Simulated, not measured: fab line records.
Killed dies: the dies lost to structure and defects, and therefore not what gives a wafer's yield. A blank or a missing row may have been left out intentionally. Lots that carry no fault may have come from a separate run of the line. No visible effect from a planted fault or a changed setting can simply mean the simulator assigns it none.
Which tool is to blame? :: flow sky130 :: 14 lots, 42 wafers sampled, at 2 steps of a route of 708

## WHAT THE GAUGES SHOWED, per wafer
SKY_SONOS_ONO_THK_MEAS_01.
lot: L917
measured: day 11 07:27
on: filmMetro-03
SONOS_ONO_OXIDATION_THK (nm): 2.60 2.53 2.63

lot: L918
measured: day 11 16:37
on: filmMetro-02
SONOS_ONO_OXIDATION_THK (nm): 2.63 2.66 2.61

lot: L919
measured: day 12 04:11
on: filmMetro-04
SONOS_ONO_OXIDATION_THK (nm): 2.59 2.56 2.64

lot: L920
measured: day 12 09:28
on: filmMetro-03
SONOS_ONO_OXIDATION_THK (nm): 2.68 2.69 2.72

lot: L921
measured: day 12 12:23
on: filmMetro-02
SONOS_ONO_OXIDATION_THK (nm): 2.61 2.69 2.62

lot: L924
measured: day 13 11:24
on: filmMetro-04
SONOS_ONO_OXIDATION_THK (nm): 1.75 1.80 1.80

lot: L925
measured: day 13 21:13
on: filmMetro-02
SONOS_ONO_OXIDATION_THK (nm): 1.78 1.84 1.90

lot: L934
measured: day 16 22:59
on: filmMetro-04
SONOS_ONO_OXIDATION_THK (nm): 2.53 2.54 2.61

lot: L935
measured: day 17 03:17
on: filmMetro-03
SONOS_ONO_OXIDATION_THK (nm): 2.58 2.54 2.58

lot: L936
measured: day 17 20:55
on: filmMetro-03
SONOS_ONO_OXIDATION_THK (nm): 2.61 2.52 2.56

lot: L937
measured: day 18 06:42
on: filmMetro-03
SONOS_ONO_OXIDATION_THK (nm): 2.60 2.60 2.62

lot: L938
measured: day 18 14:37
on: filmMetro-04
SONOS_ONO_OXIDATION_THK (nm): 2.64 2.60 2.59

lot: L939
measured: day 19 08:38
on: filmMetro-02
SONOS_ONO_OXIDATION_THK (nm): 2.55 2.59 2.62

lot: L940
measured: day 19 23:52
on: filmMetro-02
SONOS_ONO_OXIDATION_THK (nm): 2.63 2.64 2.68

## WHICH TOOL RAN EACH LOT (tool, then ch and the chambers of the sampled wafers, then the start)
lot: L917
SKY_SONOS_ONO_OXIDATION_00: furnace-01 ch 0, day 11 06:06

lot: L918
SKY_SONOS_ONO_OXIDATION_00: furnace-02 ch 0, day 11 15:16

lot: L919
SKY_SONOS_ONO_OXIDATION_00: furnace-02 ch 0, day 12 02:50

lot: L920
SKY_SONOS_ONO_OXIDATION_00: furnace-01 ch 0, day 12 08:07

lot: L921
SKY_SONOS_ONO_OXIDATION_00: furnace-02 ch 0, day 12 11:02

lot: L924
SKY_SONOS_ONO_OXIDATION_00: furnace-01 ch 0, day 13 10:02

lot: L925
SKY_SONOS_ONO_OXIDATION_00: furnace-01 ch 0, day 13 19:51

lot: L934
SKY_SONOS_ONO_OXIDATION_00: furnace-02 ch 0, day 16 21:38

lot: L935
SKY_SONOS_ONO_OXIDATION_00: furnace-02 ch 0, day 17 01:56

lot: L936
SKY_SONOS_ONO_OXIDATION_00: furnace-01 ch 0, day 17 19:34

lot: L937
SKY_SONOS_ONO_OXIDATION_00: furnace-01 ch 0, day 18 05:20

lot: L938
SKY_SONOS_ONO_OXIDATION_00: furnace-01 ch 0, day 18 13:16

lot: L939
SKY_SONOS_ONO_OXIDATION_00: furnace-01 ch 0, day 19 07:17

lot: L940
SKY_SONOS_ONO_OXIDATION_00: furnace-01 ch 0, day 19 22:31
- SKY_SONOS_ONO_OXIDATION_00: stabilise 600 s, purge 300 s, target thk 2.6 nm.

## AS READ BY THE TOOLS THEMSELVES (means over the sampled wafers that have a number; for cases with no such wafer, the mark the record gives instead)
SKY_SONOS_ONO_OXIDATION_00.
lot: L917
tool: furnace-01
rampDownCPerMin: 2.9998
rampUpCPerMin: 10.0002
spikeTcBottomC (C): 818.7
spikeTcCentreC (C): 799.2
spikeTcLowerC (C): 799.0
spikeTcTopC (C): 815.8
spikeTcUpperC (C): 800.2
tubeCenterTempC (C): 800
tube_center_temp_C_max: 802.2
zonePowerCentrePct (%): 14.29
zonePowerUpperPct (%): 13.9

lot: L918
tool: furnace-02
rampDownCPerMin: 3.0004
rampUpCPerMin: 9.9990
spikeTcBottomC (C): 823.1
spikeTcCentreC (C): 798.9
spikeTcLowerC (C): 801.2
spikeTcTopC (C): 811.9
spikeTcUpperC (C): 801.4
tubeCenterTempC (C): 800
tube_center_temp_C_max: 802.0
zonePowerCentrePct (%): 14.69
zonePowerUpperPct (%): 14.7

lot: L919
tool: furnace-02
rampDownCPerMin: 3.0001
rampUpCPerMin: 9.9984
spikeTcBottomC (C): 823.6
spikeTcCentreC (C): 798.4
spikeTcLowerC (C): 801.3
spikeTcTopC (C): 812.5
spikeTcUpperC (C): 801.8
tubeCenterTempC (C): 800
tube_center_temp_C_max: 802.2
zonePowerCentrePct (%): 14.78
zonePowerUpperPct (%): 14.5

lot: L920
tool: furnace-01
rampDownCPerMin: 2.9998
rampUpCPerMin: 10.0007
spikeTcBottomC (C): 819.4
spikeTcCentreC (C): 799.2
spikeTcLowerC (C): 799.9
spikeTcTopC (C): 816.0
spikeTcUpperC (C): 801.0
tubeCenterTempC (C): 800
tube_center_temp_C_max: 801.7
zonePowerCentrePct (%): 14.39
zonePowerUpperPct (%): 13.9

lot: L921
tool: furnace-02
rampDownCPerMin: 3.0002
rampUpCPerMin: 9.9990
spikeTcBottomC (C): 822.8
spikeTcCentreC (C): 798.8
spikeTcLowerC (C): 800.1
spikeTcTopC (C): 810.7
spikeTcUpperC (C): 801.0
tubeCenterTempC (C): 800
tube_center_temp_C_max: 801.9
zonePowerCentrePct (%): 14.65
zonePowerUpperPct (%): 14.5

lot: L924
tool: furnace-01
rampDownCPerMin: 3.0002
rampUpCPerMin: 10.0010
spikeTcBottomC (C): 793.6
spikeTcCentreC (C): 773.6
spikeTcLowerC (C): 774.7
spikeTcTopC (C): 790.4
spikeTcUpperC (C): 776.1
tubeCenterTempC (C): 775
tube_center_temp_C_max: 776.8
zonePowerCentrePct (%): 13.52
zonePowerUpperPct (%): 12.9

lot: L925
tool: furnace-01
rampDownCPerMin: 3.0001
rampUpCPerMin: 10.0012
spikeTcBottomC (C): 795.4
spikeTcCentreC (C): 773.3
spikeTcLowerC (C): 773.3
spikeTcTopC (C): 791.5
spikeTcUpperC (C): 775.7
tubeCenterTempC (C): 775
tube_center_temp_C_max: 776.5
zonePowerCentrePct (%): 13.56
zonePowerUpperPct (%): 13.0

lot: L934
tool: furnace-02
rampDownCPerMin: 3.0005
rampUpCPerMin: 10.0027
spikeTcBottomC (C): 822.7
spikeTcCentreC (C): 798.2
spikeTcLowerC (C): 801.0
spikeTcTopC (C): 811.9
spikeTcUpperC (C): 801.3
tubeCenterTempC (C): 800
tube_center_temp_C_max: 802.1
zonePowerCentrePct (%): 14.74
zonePowerUpperPct (%): 14.6

lot: L935
tool: furnace-02
rampDownCPerMin: 3.0000
rampUpCPerMin: 10.0014
spikeTcBottomC (C): 821.8
spikeTcCentreC (C): 798.2
spikeTcLowerC (C): 800.8
spikeTcTopC (C): 810.5
spikeTcUpperC (C): 800.6
tubeCenterTempC (C): 800
tube_center_temp_C_max: 802.6
zonePowerCentrePct (%): 14.62
zonePowerUpperPct (%): 14.5

lot: L936
tool: furnace-01
rampDownCPerMin: 2.9996
rampUpCPerMin: 10.0003
spikeTcBottomC (C): 819.0
spikeTcCentreC (C): 800.0
spikeTcLowerC (C): 798.2
spikeTcTopC (C): 814.8
spikeTcUpperC (C): 801.3
tubeCenterTempC (C): 800
tube_center_temp_C_max: 801.9
zonePowerCentrePct (%): 14.24
zonePowerUpperPct (%): 13.8

lot: L937
tool: furnace-01
rampDownCPerMin: 3.0002
rampUpCPerMin: 10.0008
spikeTcBottomC (C): 819.1
spikeTcCentreC (C): 800.6
spikeTcLowerC (C): 799.5
spikeTcTopC (C): 815.3
spikeTcUpperC (C): 800.5
tubeCenterTempC (C): 800
tube_center_temp_C_max: 801.7
zonePowerCentrePct (%): 14.41
zonePowerUpperPct (%): 13.8

lot: L938
tool: furnace-01
rampDownCPerMin: 3.0003
rampUpCPerMin: 10.0013
spikeTcBottomC (C): 818.0
spikeTcCentreC (C): 800.4
spikeTcLowerC (C): 799.5
spikeTcTopC (C): 816.4
spikeTcUpperC (C): 800.6
tubeCenterTempC (C): 800
tube_center_temp_C_max: 802.2
zonePowerCentrePct (%): 14.48
zonePowerUpperPct (%): 13.8

lot: L939
tool: furnace-01
rampDownCPerMin: 3.0002
rampUpCPerMin: 9.9965
spikeTcBottomC (C): 818.6
spikeTcCentreC (C): 800.0
spikeTcLowerC (C): 798.9
spikeTcTopC (C): 815.5
spikeTcUpperC (C): 800.7
tubeCenterTempC (C): 800
tube_center_temp_C_max: 802.4
zonePowerCentrePct (%): 14.26
zonePowerUpperPct (%): 13.8

lot: L940
tool: furnace-01
rampDownCPerMin: 2.9995
rampUpCPerMin: 9.9997
spikeTcBottomC (C): 819.2
spikeTcCentreC (C): 799.0
spikeTcLowerC (C): 799.1
spikeTcTopC (C): 816.1
spikeTcUpperC (C): 801.4
tubeCenterTempC (C): 800
tube_center_temp_C_max: 801.9
zonePowerCentrePct (%): 14.48
zonePowerUpperPct (%): 13.8

## THE ANSWER, worked out from the rows above alone
Rule: usual is defined by the lots themselves. Put in order of their means at a reading, lots are off if they are a third of the lots or fewer, leave a main group of 4 or more, and stand apart from it by a gap of 3 or more times the standard deviation of the main group's means; of several such gaps the widest counts. If all means in a main group match to the digits the tables above print for the reading, that group is not used. Also off: a lot with no number at a reading for which 4 or more lots have one. All remaining lots with rows at the step are treated as sound. Order of review: gauges by route order, followed by the tools' own readings, for which a lot's mean as printed above is used. At the first step where some lot is off, the reading lying furthest off is the one used; lots without a number count as furthest.
Off: L924, L925, at SKY_SONOS_ONO_THK_MEAS_01 (SONOS_ONO_OXIDATION_THK). The main group has a mean of 2.61 nm with a standard deviation of 0.039.
If a tool, at a process step before that reading, ran all the lots that are off and no sound lot after the first of them, it fits. The gauges at SKY_SONOS_ONO_THK_MEAS_01 aren't tried: what is off there is off at SKY_SONOS_ONO_OXIDATION_00 too, on other tools, and a gauge's error can't cause that. Not one of the candidates tried fits.

## WHAT HAD BEEN PUT IN BY THE SIMULATOR
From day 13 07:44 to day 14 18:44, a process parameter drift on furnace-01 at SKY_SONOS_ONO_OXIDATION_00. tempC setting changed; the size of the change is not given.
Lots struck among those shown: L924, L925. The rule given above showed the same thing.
